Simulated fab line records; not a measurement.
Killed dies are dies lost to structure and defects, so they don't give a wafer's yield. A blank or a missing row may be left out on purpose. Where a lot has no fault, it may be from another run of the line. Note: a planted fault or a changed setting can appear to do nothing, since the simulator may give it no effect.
fab line records -- flow gf180mcu
[record] lots = 24, wafers = 72, last_day = 34
route steps=602 shown HV_LDD@187 NSD@242 M1@315 M2@362 V5@558
lots untouched by any fault: they come from a run of this same line in which no faults occurred
start_h: hours from the record's first day to the start of the lot's first wafer shown -- wait_h: time in hours since the lot's previous step -- " unchanged from the row above -- L1.1+2: several wafers, shown together as one row -- - no value, or no start given -- * or withheld: withheld -- < > ~ a bound
route shown NAME@n: a module of which the file shows steps, and the number in the route of the first -- usual: mean/standard deviation of fault-free wafers -- same: alike in all rows -- chamber/n: place in a boat -- sites: per-site readings -- _std_site: how widely they spread, as a standard deviation -- _edge_site: outer sites' mean less inner sites' -- radius_mm: for every site, how far away it sits from the centre of the wafer -- mask NAME#n: copy n -- behind: the tool/chamber that last shaped the wafer -- hold: cause of the lot's hold/its duration in hours/its outcome -- device: names the non-switching transistor (n, p or np) -- end of line: the tests these same wafers got at the end of their route -- a step given without rows: its recipe and nothing more -- killed: the dies lost at the first sort to structure and to defects; this is not the yield of the wafer -- map: per-die view of a wafer (x killed, . not killed, _ where there is no die)
set.NAME: the setting that was run; set.NAME@STEP: the one run at that earlier step -- model.NAME: the simulator's own value behind a step, which no gauge read
steps of the route over a sample of lots; a table a step, a row a wafer
services: when a tool's chamber went out of use (start_h, in hours from the record's first day, below 0 if earlier), for how many hours, and the reason
[[steps]]
[step GF_HV_LDD_TW_MEAS_11]
[usual] HV_LDD_TW = 2395/23
lot.wafer,tool,chamber,start_h,wait_h,HV_LDD_TW
L074.2,film_metro-04,-,223.53,0.1,2401
L074.4,film_metro-04,-,223.53,0.1,2410
L074.5,film_metro-04,-,223.53,0.1,2404
L076.1,film_metro-04,-,229.22,0.1,2407
L076.3,film_metro-04,-,229.22,0.1,2394
L076.4,film_metro-04,-,229.22,0.1,2392
L075.1,film_metro-02,-,232.57,0.1,2370
L075.2,film_metro-02,-,232.57,0.1,2378
L075.3,film_metro-02,-,232.57,0.1,2381
L077.2,film_metro-02,-,236.13,0.1,2382
L077.5,film_metro-02,-,236.13,0.1,2385
L077.6,film_metro-02,-,236.13,0.1,2379
L078.2,film_metro-02,-,247.53,0.1,2408
L078.3,film_metro-02,-,247.53,0.1,2376
L078.5,film_metro-02,-,247.53,0.1,2380
L079.1,film_metro-04,-,254.02,0.1,2405
L079.3,film_metro-04,-,254.02,0.1,2413
L079.5,film_metro-04,-,254.02,0.1,2405
L080.1,film_metro-02,-,263.29,0.1,2385
L080.2,film_metro-02,-,263.29,0.1,2390
L080.4,film_metro-02,-,263.29,0.1,2391
L081.3,film_metro-02,-,266.49,0.1,2378
L081.4,film_metro-02,-,266.49,0.1,2375
L081.6,film_metro-02,-,266.49,0.1,2380
L082.1,film_metro-02,-,271.32,0.1,2384
L082.3,film_metro-02,-,271.32,0.1,2381
L082.6,film_metro-02,-,271.32,0.1,2372
L083.1,film_metro-02,-,282.72,0.1,2377
L083.3,film_metro-02,-,282.72,0.1,2387
L083.4,film_metro-02,-,282.72,0.1,2379
L084.2,film_metro-02,-,288.38,0.1,2371
L084.3,film_metro-02,-,288.38,0.1,2380
L084.4,film_metro-02,-,288.38,0.1,2366
L085.1,film_metro-02,-,296.57,0.1,2373
L085.2,film_metro-02,-,296.57,0.1,2378
L085.3,film_metro-02,-,296.57,0.1,2374
L086.2,film_metro-02,-,303.03,0.1,2363
L086.3,film_metro-02,-,303.03,0.1,2368
L086.6,film_metro-02,-,303.03,0.1,2363
L087.2,film_metro-02,-,315.68,0.1,2398
L087.4,film_metro-02,-,315.68,0.1,2404
L087.6,film_metro-02,-,315.68,0.1,2390
L088.1,film_metro-01,-,324.87,0.1,2441
L088.5,film_metro-01,-,324.87,0.1,2445
L088.6,film_metro-01,-,324.87,0.1,2443
L089.1,film_metro-04,-,332.02,0.1,2404
L089.3,film_metro-04,-,332.02,0.1,2402
L089.6,film_metro-04,-,332.02,0.1,2391
L090.1,film_metro-04,-,334.92,0.1,2384
L090.2,film_metro-04,-,334.92,0.1,2391
L090.5,film_metro-04,-,334.92,0.1,2399
L091.1,film_metro-04,-,340.87,0.1,2437
L091.5,film_metro-04,-,340.87,0.1,2420
L091.6,film_metro-04,-,340.87,0.1,2415
L092.1,film_metro-04,-,352.77,0.1,2417
L092.2,film_metro-04,-,352.77,0.1,2404
L092.4,film_metro-04,-,352.77,0.1,2423
L093.1,film_metro-04,-,360.37,0.1,2411
L093.2,film_metro-04,-,360.37,0.1,2398
L093.3,film_metro-04,-,360.37,0.1,2415
L094.1,film_metro-02,-,366.57,0.1,2398
L094.5,film_metro-02,-,366.57,0.1,2387
L094.6,film_metro-02,-,366.57,0.1,2379
L095.1,film_metro-02,-,368.82,0.1,2384
L095.3,film_metro-02,-,368.82,0.1,2395
L095.5,film_metro-02,-,368.82,0.1,2389
L096.1,film_metro-02,-,385.94,0.1,2370
L096.2,film_metro-02,-,385.94,0.1,2387
L096.3,film_metro-02,-,385.94,0.1,2369
L097.2,film_metro-01,-,389.33,0.1,2461
L097.3,film_metro-01,-,389.33,0.1,2471
L097.5,film_metro-01,-,389.33,0.1,2456
[step GF_NSD_CD_MEAS_07]
[recipe] target_cd_nm = 400
[usual] cd_nm = 400.3/2.4
lot.wafer,tool,chamber,start_h,wait_h,cd_nm
L074.2,cd_sem-02,-,303.09,0.1,399.2
L074.4,cd_sem-02,-,303.09,0.1,401.4
L074.5,cd_sem-02,-,303.09,0.1,398.6
L076.1,cd_sem-02,-,309.71,0.1,401.0
L076.3,cd_sem-02,-,309.71,0.1,401.9
L076.4,cd_sem-02,-,309.71,0.1,399.7
L075.1,cd_sem-02,-,314.57,0.1,396.4
L075.2,cd_sem-02,-,314.57,0.1,397.4
L075.3,cd_sem-02,-,314.57,0.1,395.1
L077.2,cd_sem-02,-,318.69,0.1,399.5
L077.5,cd_sem-02,-,318.69,0.1,398.0
L077.6,cd_sem-02,-,318.69,0.1,400.8
L078.2,cd_sem-02,-,330.68,0.1,400.5
L078.3,cd_sem-02,-,330.68,0.1,400.6
L078.5,cd_sem-02,-,330.68,0.1,401.5
L079.1,cd_sem-02,-,339.12,0.1,401.0
L079.3,cd_sem-02,-,339.12,0.1,401.0
L079.5,cd_sem-02,-,339.12,0.1,400.9
L080.1,cd_sem-01,-,347.71,0.1,404.2
L080.2,cd_sem-01,-,347.71,0.1,404.3
L080.4,cd_sem-01,-,347.71,0.1,403.0
L081.3,cd_sem-02,-,351.51,0.1,399.0
L081.4,cd_sem-02,-,351.51,0.1,400.1
L081.6,cd_sem-02,-,351.51,0.1,398.8
L082.1,cd_sem-01,-,356.81,0.1,399.8
L082.3,cd_sem-01,-,356.81,0.1,402.3
L082.6,cd_sem-01,-,356.81,0.1,401.6
L083.1,cd_sem-02,-,370.12,0.1,401.1
L083.3,cd_sem-02,-,370.12,0.1,401.7
L083.4,cd_sem-02,-,370.12,0.1,400.1
L084.2,cd_sem-01,-,378.08,0.1,399.3
L084.3,cd_sem-01,-,378.08,0.1,401.0
L084.4,cd_sem-01,-,378.08,0.1,401.3
L085.1,cd_sem-01,-,385.76,0.1,402.7
L085.2,cd_sem-01,-,385.76,0.1,403.8
L085.3,cd_sem-01,-,385.76,0.1,400.3
L086.2,cd_sem-02,-,393.28,0.1,402.7
L086.3,cd_sem-02,-,393.28,0.1,403.8
L086.6,cd_sem-02,-,393.28,0.1,405.3
L087.2,cd_sem-02,-,409.54,0.1,402.8
L087.4,cd_sem-02,-,409.54,0.1,401.0
L087.6,cd_sem-02,-,409.54,0.1,401.0
L088.1,cd_sem-01,-,419.32,0.1,398.9
L088.5,cd_sem-01,-,419.32,0.1,397.5
L088.6,cd_sem-01,-,419.32,0.1,399.8
L089.1,cd_sem-01,-,426.86,0.1,398.8
L089.3,cd_sem-01,-,426.86,0.1,398.7
L089.6,cd_sem-01,-,426.86,0.1,396.0
L090.1,cd_sem-01,-,432.01,0.1,402.7
L090.2,cd_sem-01,-,432.01,0.1,403.2
L090.5,cd_sem-01,-,432.01,0.1,402.1
L091.1,cd_sem-02,-,437.46,0.1,402.3
L091.5,cd_sem-02,-,437.46,0.1,400.1
L091.6,cd_sem-02,-,437.46,0.1,399.7
L092.1,cd_sem-01,-,449.21,0.1,402.5
L092.2,cd_sem-01,-,449.21,0.1,400.5
L092.4,cd_sem-01,-,449.21,0.1,398.3
L093.1,cd_sem-02,-,458.46,0.1,398.8
L093.2,cd_sem-02,-,458.46,0.1,399.5
L093.3,cd_sem-02,-,458.46,0.1,400.7
L094.1,cd_sem-02,-,465.27,0.1,400.2
L094.5,cd_sem-02,-,465.27,0.1,400.7
L094.6,cd_sem-02,-,465.27,0.1,399.1
L095.1,cd_sem-02,-,467.42,0.1,393.9
L095.3,cd_sem-02,-,467.42,0.1,395.7
L095.5,cd_sem-02,-,467.42,0.1,395.5
L096.1,cd_sem-01,-,484.87,0.1,399.5
L096.2,cd_sem-01,-,484.87,0.1,396.2
L096.3,cd_sem-01,-,484.87,0.1,396.0
L097.2,cd_sem-01,-,487.69,0.1,397.1
L097.3,cd_sem-01,-,487.69,0.1,399.0
L097.5,cd_sem-01,-,487.69,0.1,399.8
[step GF_M1_SPUTTER_00]
[recipe] material = Ti, target_thk_nm = 37.5, arriving_ion_energy_ev = 80, substrate_temp_c = 200, chamber_pressure_pa = 2, power_w = 4000, time_s = 150
[usual] throttle_valve_pct = 30.0/1.2
[same] time_s = 150
lot.wafer,tool,chamber,start_h,wait_h,throttle_valve_pct
L074.2,pvd_sputter-03,-,371.92,0.1,30.7
L074.4,pvd_sputter-03,-,371.92,0.1,29.0
L074.5,pvd_sputter-03,-,371.92,0.1,28.6
L076.1,pvd_sputter-02,-,379.06,0.1,29.3
L076.3,pvd_sputter-02,-,379.06,0.1,30.6
L076.4,pvd_sputter-02,-,379.06,0.1,28.9
L075.1,pvd_sputter-04,-,384.21,0.1,28.1
L075.2,pvd_sputter-04,-,384.21,0.1,31.3
L075.3,pvd_sputter-04,-,384.21,0.1,30.2
L077.2,pvd_sputter-03,-,387.85,0.2,28.3
L077.5,pvd_sputter-03,-,387.85,0.2,28.2
L077.6,pvd_sputter-03,-,387.85,0.2,32.5
L078.2,pvd_sputter-03,-,400.76,0.1,28.3
L078.3,pvd_sputter-03,-,400.76,0.1,30.6
L078.5,pvd_sputter-03,-,400.76,0.1,30.9
L079.1,pvd_sputter-03,-,410.53,0.1,30.9
L079.3,pvd_sputter-03,-,410.53,0.1,32.3
L079.5,pvd_sputter-03,-,410.53,0.1,29.2
L080.1,pvd_sputter-03,-,420.00,0.2,32.4
L080.2,pvd_sputter-03,-,420.00,0.2,28.4
L080.4,pvd_sputter-03,-,420.00,0.2,30.5
L081.3,pvd_sputter-04,-,422.12,0.2,28.0
L081.4,pvd_sputter-04,-,422.12,0.2,30.7
L081.6,pvd_sputter-04,-,422.12,0.2,28.3
L082.1,pvd_sputter-04,-,429.96,0.2,30.3
L082.3,pvd_sputter-04,-,429.96,0.2,30.4
L082.6,pvd_sputter-04,-,429.96,0.2,30.3
L083.1,pvd_sputter-02,-,445.21,0.2,29.2
L083.3,pvd_sputter-02,-,445.21,0.2,29.2
L083.4,pvd_sputter-02,-,445.21,0.2,30.7
L084.2,pvd_sputter-03,-,453.26,0.1,32.4
L084.3,pvd_sputter-03,-,453.26,0.1,30.7
L084.4,pvd_sputter-03,-,453.26,0.1,29.4
L085.1,pvd_sputter-03,-,460.41,0.2,31.0
L085.2,pvd_sputter-03,-,460.41,0.2,28.5
L085.3,pvd_sputter-03,-,460.41,0.2,32.1
L086.2,pvd_sputter-02,-,468.56,0.1,30.8
L086.3,pvd_sputter-02,-,468.56,0.1,29.0
L086.6,pvd_sputter-02,-,468.56,0.1,30.9
L087.2,pvd_sputter-04,-,484.86,0.1,31.3
L087.4,pvd_sputter-04,-,484.86,0.1,30.6
L087.6,pvd_sputter-04,-,484.86,0.1,30.4
L088.1,pvd_sputter-02,-,495.29,0.2,29.4
L088.5,pvd_sputter-02,-,495.29,0.2,29.1
L088.6,pvd_sputter-02,-,495.29,0.2,29.2
L089.1,pvd_sputter-02,-,504.35,0.1,29.4
L089.3,pvd_sputter-02,-,504.35,0.1,29.2
L089.6,pvd_sputter-02,-,504.35,0.1,30.8
L090.1,pvd_sputter-04,-,507.72,0.1,30.5
L090.2,pvd_sputter-04,-,507.72,0.1,31.6
L090.5,pvd_sputter-04,-,507.72,0.1,30.2
L091.1,pvd_sputter-02,-,513.51,0.2,29.3
L091.5,pvd_sputter-02,-,513.51,0.2,30.4
L091.6,pvd_sputter-02,-,513.51,0.2,29.3
L092.1,pvd_sputter-02,-,524.17,0.2,30.2
L092.2,pvd_sputter-02,-,524.17,0.2,29.4
L092.4,pvd_sputter-02,-,524.17,0.2,29.3
L093.1,pvd_sputter-04,-,533.31,0.2,31.4
L093.2,pvd_sputter-04,-,533.31,0.2,28.3
L093.3,pvd_sputter-04,-,533.31,0.2,30.6
L094.1,pvd_sputter-02,-,539.75,0.1,28.9
L094.5,pvd_sputter-02,-,539.75,0.1,29.3
L094.6,pvd_sputter-02,-,539.75,0.1,30.6
L095.1,pvd_sputter-04,-,541.65,0.2,30.5
L095.3,pvd_sputter-04,-,541.65,0.2,31.3
L095.5,pvd_sputter-04,-,541.65,0.2,28.1
L096.1,pvd_sputter-03,-,558.97,0.2,32.4
L096.2,pvd_sputter-03,-,558.97,0.2,30.5
L096.3,pvd_sputter-03,-,558.97,0.2,28.6
L097.2,pvd_sputter-03,-,560.33,0.2,30.5
L097.3,pvd_sputter-03,-,560.33,0.2,28.6
L097.5,pvd_sputter-03,-,560.33,0.2,30.8
[step GF_M2_SPUTTER_00]
[recipe] material = Ti, target_thk_nm = 37.5, arriving_ion_energy_ev = 80, substrate_temp_c = 200, chamber_pressure_pa = 2, power_w = 4000, time_s = 150
[usual] throttle_valve_pct = 29.7/1.2
[same] time_s = 150
lot.wafer,tool,chamber,start_h,wait_h,throttle_valve_pct
L074.2,pvd_sputter-01,-,420.56,0.2,29.9
L074.4,pvd_sputter-01,-,420.56,0.2,28.2
L074.5,pvd_sputter-01,-,420.56,0.2,29.2
L076.1,pvd_sputter-02,-,429.06,0.2,29.0
L076.3,pvd_sputter-02,-,429.06,0.2,29.3
L076.4,pvd_sputter-02,-,429.06,0.2,30.7
L075.1,pvd_sputter-03,-,433.09,0.2,29.6
L075.2,pvd_sputter-03,-,433.09,0.2,32.3
L075.3,pvd_sputter-03,-,433.09,0.2,28.5
L077.2,pvd_sputter-03,-,438.07,0.1,28.6
L077.5,pvd_sputter-03,-,438.07,0.1,30.7
L077.6,pvd_sputter-03,-,438.07,0.1,29.2
L078.2,pvd_sputter-01,-,452.57,0.1,29.0
L078.3,pvd_sputter-01,-,452.57,0.1,29.7
L078.5,pvd_sputter-01,-,452.57,0.1,29.1
L079.1,pvd_sputter-01,-,461.87,0.1,28.4
L079.3,pvd_sputter-01,-,461.87,0.1,29.3
L079.5,pvd_sputter-01,-,461.87,0.1,28.3
L080.1,pvd_sputter-01,-,471.98,0.2,29.3
L080.2,pvd_sputter-01,-,471.98,0.2,28.2
L080.4,pvd_sputter-01,-,471.98,0.2,29.9
L081.3,pvd_sputter-03,-,473.14,0.1,29.1
L081.4,pvd_sputter-03,-,473.14,0.1,32.1
L081.6,pvd_sputter-03,-,473.14,0.1,28.2
L082.1,pvd_sputter-03,-,481.46,0.2,28.2
L082.3,pvd_sputter-03,-,481.46,0.2,30.8
L082.6,pvd_sputter-03,-,481.46,0.2,30.5
L083.1,pvd_sputter-03,-,496.62,0.1,30.4
L083.3,pvd_sputter-03,-,496.62,0.1,32.2
L083.4,pvd_sputter-03,-,496.62,0.1,29.0
L084.2,pvd_sputter-02,-,505.26,0.2,29.0
L084.3,pvd_sputter-02,-,505.26,0.2,29.7
L084.4,pvd_sputter-02,-,505.26,0.2,29.4
L085.1,pvd_sputter-01,-,511.30,0.2,29.8
L085.2,pvd_sputter-01,-,511.30,0.2,29.3
L085.3,pvd_sputter-01,-,511.30,0.2,28.0
L086.2,pvd_sputter-02,-,519.31,0.2,29.2
L086.3,pvd_sputter-02,-,519.31,0.2,29.5
L086.6,pvd_sputter-02,-,519.31,0.2,29.5
L087.2,pvd_sputter-01,-,534.53,0.1,29.8
L087.4,pvd_sputter-01,-,534.53,0.1,29.3
L087.6,pvd_sputter-01,-,534.53,0.1,28.1
L088.1,pvd_sputter-02,-,543.72,0.2,29.5
L088.5,pvd_sputter-02,-,543.72,0.2,29.6
L088.6,pvd_sputter-02,-,543.72,0.2,30.6
L089.1,pvd_sputter-03,-,553.62,0.2,28.4
L089.3,pvd_sputter-03,-,553.62,0.2,29.1
L089.6,pvd_sputter-03,-,553.62,0.2,30.6
L090.1,pvd_sputter-01,-,556.54,0.1,30.0
L090.2,pvd_sputter-01,-,556.54,0.1,29.3
L090.5,pvd_sputter-01,-,556.54,0.1,29.9
L091.1,pvd_sputter-01,-,562.08,0.1,29.8
L091.5,pvd_sputter-01,-,562.08,0.1,29.4
L091.6,pvd_sputter-01,-,562.08,0.1,29.8
L092.1,pvd_sputter-02,-,572.63,0.2,29.2
L092.2,pvd_sputter-02,-,572.63,0.2,29.4
L092.4,pvd_sputter-02,-,572.63,0.2,29.4
L093.1,pvd_sputter-03,-,580.38,0.2,28.9
L093.2,pvd_sputter-03,-,580.38,0.2,30.8
L093.3,pvd_sputter-03,-,580.38,0.2,28.2
L094.1,pvd_sputter-03,-,587.79,0.2,32.1
L094.5,pvd_sputter-03,-,587.79,0.2,32.4
L094.6,pvd_sputter-03,-,587.79,0.2,28.7
L095.1,pvd_sputter-01,-,588.44,0.2,29.5
L095.3,pvd_sputter-01,-,588.44,0.2,29.9
L095.5,pvd_sputter-01,-,588.44,0.2,28.1
L096.1,pvd_sputter-03,-,605.17,0.1,28.2
L096.2,pvd_sputter-03,-,605.17,0.1,29.0
L096.3,pvd_sputter-03,-,605.17,0.1,32.4
L097.2,pvd_sputter-01,-,606.84,0.1,29.2
L097.3,pvd_sputter-01,-,606.84,0.1,28.1
L097.5,pvd_sputter-01,-,606.84,0.1,30.0
[step GF_V5_STRIP_18]
[recipe] chemistry = O2/N2, power_w = 1400, pressure_mtorr = 1500, platen_temp_c = 250, o2_flow_sccm = 3000, n2_flow_sccm = 300, overash_fraction = 0.5
[usual] drypump_motor_current_A = 5.9/0.72, heater_power_w = 327/24, o2_flow_sccm = 2999/9.1, oes_product_au = 0.568/0.0046
lot.wafer,tool,chamber,start_h,wait_h,drypump_motor_current_A,heater_power_w,o2_flow_sccm,oes_product_au,rf_hours_counter_h
L074.2,plasma_asher-01,0,636.49,-,6.7,358,2994,0.564,94
L074.4,plasma_asher-01,0,636.49,-,6.7,374,2993,0.571,-
L074.5,plasma_asher-01,0,636.49,-,6.7,365,2994,0.563,-
L076.1,plasma_asher-02,1,644.22,-,6.4,310,3011,0.566,44
L076.3,plasma_asher-02,0,644.22,-,5.6,319,3016,0.568,-
L076.4,plasma_asher-02,1,644.22,-,6.4,313,2998,0.567,-
L075.1,plasma_asher-04,0,645.82,-,4.9,321,3002,0.575,21
L075.2,plasma_asher-04,1,645.82,-,6.7,320,3015,0.565,21
L075.3,plasma_asher-04,1,645.82,-,6.7,332,3010,0.564,-
L077.2,plasma_asher-01,1,650.91,-,5.0,309,2997,0.565,96
L077.5,plasma_asher-01,0,650.91,-,6.7,372,2988,0.572,-
L077.6,plasma_asher-01,1,650.91,-,5.0,310,3015,0.569,-
L078.2,plasma_asher-02,1,661.26,-,6.4,308,2995,0.564,46
L078.3,plasma_asher-02,0,661.26,-,5.6,313,2985,0.569,-
L078.5,plasma_asher-02,0,661.26,-,5.6,325,3012,0.562,-
L079.1,plasma_asher-02,1,669.07,-,6.4,315,2997,0.568,47
L079.3,plasma_asher-02,0,669.07,-,5.6,322,3004,0.559,-
L079.5,plasma_asher-02,0,669.07,-,5.6,315,3007,0.568,-
L080.1,plasma_asher-02,1,675.92,-,6.5,314,3018,0.572,48
L080.2,plasma_asher-02,0,675.92,-,5.6,324,2990,0.575,48
L080.4,plasma_asher-02,0,675.92,-,5.6,322,3001,0.578,-
L081.3,plasma_asher-01,1,678.30,-,5.1,310,3004,0.561,-
L081.4,plasma_asher-01,0,678.30,-,6.8,359,3006,0.571,-
L081.6,plasma_asher-01,1,678.30,-,5.0,306,3002,0.569,-
L082.1,plasma_asher-02,0,684.97,-,5.6,329,2995,0.572,48
L082.3,plasma_asher-02,1,684.97,-,6.4,311,3003,0.567,-
L082.6,plasma_asher-02,1,684.97,-,6.4,301,2993,0.565,-
L083.1,plasma_asher-02,0,697.82,-,5.6,319,3007,0.569,50
L083.3,plasma_asher-02,0,697.82,-,5.6,316,3001,0.579,-
L083.4,plasma_asher-02,1,697.82,-,6.4,306,3003,0.569,-
L084.2,plasma_asher-01,0,702.51,-,6.7,374,3000,0.562,101
L084.3,plasma_asher-01,1,702.51,-,5.0,306,3000,0.569,-
L084.4,plasma_asher-01,0,702.51,-,6.7,378,3019,0.562,-
L085.1,plasma_asher-01,0,710.06,-,6.7,381,2988,0.564,102
L085.2,plasma_asher-01,1,710.06,-,5.0,314,2997,0.566,102
L085.3,plasma_asher-01,1,710.06,-,5.0,301,2990,0.576,-
L086.2,plasma_asher-04,1,713.87,-,6.8,337,3006,0.567,29
L086.3,plasma_asher-04,1,713.87,-,6.7,327,3002,0.573,-
L086.6,plasma_asher-04,1,713.87,-,6.7,337,3005,0.564,-
L087.2,plasma_asher-01,0,727.26,-,6.7,365,2992,0.568,104
L087.4,plasma_asher-01,0,727.26,-,6.7,359,3001,0.575,-
L087.6,plasma_asher-01,1,727.26,-,5.0,318,2993,0.566,-
L088.1,plasma_asher-01,0,734.81,-,6.7,366,2979,0.560,105
L088.5,plasma_asher-01,1,734.81,-,5.0,305,2989,0.571,-
L088.6,plasma_asher-01,0,734.81,-,6.7,377,2983,0.568,-
L089.1,plasma_asher-01,0,743.33,-,6.8,379,3000,0.564,106
L089.3,plasma_asher-01,0,743.33,-,6.7,372,3004,0.570,-
L089.6,plasma_asher-01,1,743.33,-,5.0,307,2994,0.566,-
L090.1,plasma_asher-02,0,744.57,-,5.6,313,3004,0.582,55
L090.2,plasma_asher-02,1,744.57,-,6.4,295,2991,0.569,55
L090.5,plasma_asher-02,1,744.57,-,6.4,305,2987,0.569,-
L091.1,plasma_asher-01,1,749.07,-,5.0,308,3006,0.566,107
L091.5,plasma_asher-01,1,749.07,-,4.9,311,3000,0.569,-
L091.6,plasma_asher-01,0,749.07,-,6.7,369,3012,0.566,-
L092.1,plasma_asher-02,0,756.77,-,5.6,317,2991,0.568,56
L092.2,plasma_asher-02,1,756.77,-,6.4,310,3005,0.577,56
L092.4,plasma_asher-02,1,756.77,-,6.5,314,3007,0.571,-
L093.1,plasma_asher-02,0,764.91,-,5.6,323,2994,0.561,57
L093.2,plasma_asher-02,1,764.91,-,6.4,308,3006,0.570,57
L093.3,plasma_asher-02,1,764.91,-,6.4,313,3010,0.565,-
L094.1,plasma_asher-02,1,769.46,-,6.4,309,2990,0.563,57
L094.5,plasma_asher-02,1,769.46,-,6.4,314,3003,0.565,-
L094.6,plasma_asher-02,0,769.46,-,5.6,322,2986,0.569,-
L095.1,plasma_asher-04,1,769.77,-,6.7,318,3010,0.566,35
L095.3,plasma_asher-04,1,769.77,-,6.7,327,2986,0.575,-
L095.5,plasma_asher-04,0,769.77,-,4.9,320,2980,0.563,-
L096.1,plasma_asher-01,1,781.32,-,5.0,309,3001,0.571,110
L096.2,plasma_asher-01,0,781.32,-,6.7,372,2995,0.562,110
L096.3,plasma_asher-01,0,781.32,-,6.7,373,2999,0.569,-
L097.2,plasma_asher-04,0,782.27,-,4.9,331,2994,0.564,36
L097.3,plasma_asher-04,0,782.27,-,4.9,323,2983,0.570,-
L097.5,plasma_asher-04,1,782.27,-,6.7,320,2994,0.573,-
[step GF_V5_SPUTTER_21]
[recipe] material = Ti, target_thk_nm = 15, chamber_pressure_pa = 5, power_w = 2500, substrate_temp_c = 200, time_s = 80.02
[usual] throttle_valve_pct = 29.5/0.9
[same] time_s = 80.02
lot.wafer,tool,chamber,start_h,wait_h,throttle_valve_pct
L074.2,pvd_sputter-02,-,637.05,0.0,31.0
L074.4,pvd_sputter-02,-,637.05,0.0,29.3
L074.5,pvd_sputter-02,-,637.05,0.0,30.9
L076.1,pvd_sputter-04,-,644.76,0.0,31.4
L076.3,pvd_sputter-04,-,644.76,0.0,30.2
L076.4,pvd_sputter-04,-,644.76,0.0,30.4
L075.1,pvd_sputter-02,-,646.36,0.0,31.0
L075.2,pvd_sputter-02,-,646.36,0.0,29.2
L075.3,pvd_sputter-02,-,646.36,0.0,29.4
L077.2,pvd_sputter-04,-,651.48,0.0,30.1
L077.5,pvd_sputter-04,-,651.48,0.0,28.3
L077.6,pvd_sputter-04,-,651.48,0.0,31.5
L078.2,pvd_sputter-01,-,661.80,0.0,29.6
L078.3,pvd_sputter-01,-,661.80,0.0,29.7
L078.5,pvd_sputter-01,-,661.80,0.0,29.9
L079.1,pvd_sputter-01,-,669.63,0.0,29.8
L079.3,pvd_sputter-01,-,669.63,0.0,29.9
L079.5,pvd_sputter-01,-,669.63,0.0,29.8
L080.1,pvd_sputter-04,-,676.88,0.0,28.3
L080.2,pvd_sputter-04,-,676.88,0.0,31.5
L080.4,pvd_sputter-04,-,676.88,0.0,30.3
L081.3,pvd_sputter-01,-,679.14,0.0,28.5
L081.4,pvd_sputter-01,-,679.14,0.0,29.9
L081.6,pvd_sputter-01,-,679.14,0.0,30.0
L082.1,pvd_sputter-02,-,685.50,0.0,29.6
L082.3,pvd_sputter-02,-,685.50,0.0,30.7
L082.6,pvd_sputter-02,-,685.50,0.0,30.7
L083.1,pvd_sputter-04,-,698.39,0.0,28.4
L083.3,pvd_sputter-04,-,698.39,0.0,30.3
L083.4,pvd_sputter-04,-,698.39,0.0,31.5
L084.2,pvd_sputter-01,-,703.05,0.0,29.7
L084.3,pvd_sputter-01,-,703.05,0.0,28.1
L084.4,pvd_sputter-01,-,703.05,0.0,29.4
L085.1,pvd_sputter-01,-,710.60,0.0,29.2
L085.2,pvd_sputter-01,-,710.60,0.0,29.9
L085.3,pvd_sputter-01,-,710.60,0.0,27.9
L086.2,pvd_sputter-01,-,714.44,0.0,29.1
L086.3,pvd_sputter-01,-,714.44,0.0,30.0
L086.6,pvd_sputter-01,-,714.44,0.0,29.0
L087.2,pvd_sputter-04,-,727.80,0.0,30.5
L087.4,pvd_sputter-04,-,727.80,0.0,28.2
L087.6,pvd_sputter-04,-,727.80,0.0,28.2
L088.1,pvd_sputter-01,-,735.36,0.0,28.1
L088.5,pvd_sputter-01,-,735.36,0.0,29.2
L088.6,pvd_sputter-01,-,735.36,0.0,27.9
L089.1,pvd_sputter-01,-,743.87,0.0,29.9
L089.3,pvd_sputter-01,-,743.87,0.0,29.7
L089.6,pvd_sputter-01,-,743.87,0.0,29.2
L090.1,pvd_sputter-02,-,745.14,0.0,29.3
L090.2,pvd_sputter-02,-,745.14,0.0,29.3
L090.5,pvd_sputter-02,-,745.14,0.0,29.0
L091.1,pvd_sputter-02,-,749.61,0.0,29.2
L091.5,pvd_sputter-02,-,749.61,0.0,29.5
L091.6,pvd_sputter-02,-,749.61,0.0,28.8
L092.1,pvd_sputter-01,-,757.30,0.0,28.0
L092.2,pvd_sputter-01,-,757.30,0.0,29.7
L092.4,pvd_sputter-01,-,757.30,0.0,29.1
L093.1,pvd_sputter-04,-,765.45,0.0,30.3
L093.2,pvd_sputter-04,-,765.45,0.0,28.2
L093.3,pvd_sputter-04,-,765.45,0.0,31.6
L094.1,pvd_sputter-01,-,770.00,0.0,30.4
L094.5,pvd_sputter-01,-,770.00,0.0,28.4
L094.6,pvd_sputter-01,-,770.00,0.0,29.3
L095.1,pvd_sputter-02,-,770.30,0.0,29.5
L095.3,pvd_sputter-02,-,770.30,0.0,29.2
L095.5,pvd_sputter-02,-,770.30,0.0,29.3
L096.1,pvd_sputter-02,-,781.85,0.0,29.2
L096.2,pvd_sputter-02,-,781.85,0.0,29.6
L096.3,pvd_sputter-02,-,781.85,0.0,30.7
L097.2,pvd_sputter-01,-,782.83,0.0,28.0
L097.3,pvd_sputter-01,-,782.83,0.0,29.8
L097.5,pvd_sputter-01,-,782.83,0.0,29.3
[[services]]
tool,chamber,start_h,hours,kind
pvd_sputter-01,-,360.03,8.8,repair
plasma_asher-01,-,363.03,3.8,repair
plasma_asher-02,-,379.30,14.0,repair
plasma_asher-01,-,380.67,2.4,repair
plasma_asher-01,-,394.37,1.5,repair
plasma_asher-02,-,405.47,13.7,repair
plasma_asher-01,-,416.28,15.6,pm
plasma_asher-04,-,421.25,9.0,pm
plasma_asher-01,-,453.90,2.3,repair
plasma_asher-01,-,462.78,0.4,repair
plasma_asher-02,-,483.08,3.5,repair
plasma_asher-04,-,537.46,15.6,pm
pvd_sputter-04,-,564.96,0.5,repair
plasma_asher-02,-,573.21,5.5,repair
plasma_asher-01,-,579.10,2.2,repair
plasma_asher-02,-,587.75,15.6,pm
pvd_sputter-01,-,608.73,1.3,repair
plasma_asher-02,-,617.82,5.2,repair
pvd_sputter-01,-,621.96,0.6,repair
pvd_sputter-01,-,652.32,0.7,repair
plasma_asher-02,-,674.33,0.6,repair
pvd_sputter-03,-,711.44,0.9,repair
pvd_sputter-03,-,741.07,2.1,repair
plasma_asher-01,-,750.34,1.3,repair
[[key]]
fault none
